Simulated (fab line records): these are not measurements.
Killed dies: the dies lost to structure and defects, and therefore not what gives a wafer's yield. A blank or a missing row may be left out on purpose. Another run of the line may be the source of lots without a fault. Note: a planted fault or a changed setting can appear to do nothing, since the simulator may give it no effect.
8D (eight disciplines) problem report, filled in by code -- flow gf180mcu -- the parts of the form that need people (team, actions taken, sign-off) are left out

== 1. PROBLEM STATEMENT ==
Wafers free of any fault read 46.12 ohm/sq (standard deviation 0.081) for NSD_RS at GF_PSD_RS_MEAS_14, against a mean of 48.85 ohm/sq on 6 wafers of 2 lots. That is +34 standard deviations from the usual mean.
The step: measures by four-point-probe.
Earliest sighting: wafer L758.1 on filmMetro-03 at day 17 08:50. Wafers with a number at this step in the record: 39, from 13 lots. By rule, "out" or "out of limits" means more than 4 standard deviations away from the usual mean. The other wafers with a number count as sound.

== 2. WHAT IT IS; WHAT IT IS NOT ==
question,is,is not
which readings at this step,NSD_RS,-
which lots,"L758, L760","L749, L751, L753, L765, L766, L767, L768, L769, L770, L771, L772"
which wafers of those lots,all that have a number,-
read on which gauges,"filmMetro-01, filmMetro-03",filmMetro-04
when,from day 17 08:50,"up to then (9 sound wafers); but 24 sound wafers of L765, L766, L767, L768, L769, L770, L771, L772 came after"

== 3. THE SUSPECTS, EACH WITH WHAT RULES IT OUT ==
Counting: any tool at a process step up to the reading is kept as a suspect provided that every lot that is out went through it and no sound lot did after the first of them.
- the gauge at GF_PSD_RS_MEAS_14 is ruled out. Those wafers that are out were read across 2 gauges (filmMetro-01, filmMetro-03).
- rtpAnneal-01 at GF_PSD_RTA_13 (time 20 s): ruled out as a lasting fault. The sound lots L769, L770, L771 went through it after L758, its earliest lot that is out (day 17 08:44).
Left after counting: nothing in the record.

== 4. THE CAUSE (what the simulator had put in) ==
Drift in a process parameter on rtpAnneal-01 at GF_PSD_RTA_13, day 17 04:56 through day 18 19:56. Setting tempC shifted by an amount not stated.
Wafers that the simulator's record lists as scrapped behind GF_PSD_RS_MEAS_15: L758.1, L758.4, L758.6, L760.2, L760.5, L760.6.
Counting ruled it out, wrongly: the rule takes a fault to strike every lot that its tool runs from its start on, and this one did not.

== 5. THE EFFECT CHAIN, in route order ==
Each row: a reading where the mean over the struck wafers with a number is more than 3 standard deviations away from the usual. Only readings whose record carries a usual standard deviation are examined. hours: median over the lots of the time between each lot's start at the first step of this table that gives one and its start at this step. sigmas: the change, counted in usual standard deviations.
hours,step,reading,usual,on struck wafers,change,sigmas
0,GF_PSD_RTA_13,wafer_temp_C_max,1029.3,1008.2,-21.1,-22
0,GF_PSD_RS_MEAS_14,NSD_RS,46.12 ohm/sq,48.85,+2.73,+34
3,GF_PSD_RS_MEAS_15,PSD_RS,108.52 ohm/sq,122.63,+14.11,+54
The process steps in it:
- GF_PSD_RTA_13: time 20 s.

== 6. WHAT WOULD HAVE CAUGHT IT SOONER ==
In this record the first reading out of limits at a measuring or inspecting step was taken at day 17 08:50, 4 hours after the fault began at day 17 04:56.
The tool's own readings at GF_PSD_RTA_13 were out on every struck wafer that the step has a row for (wafer_temp_C_max): an alarm limit on them would have fired on the first of those.
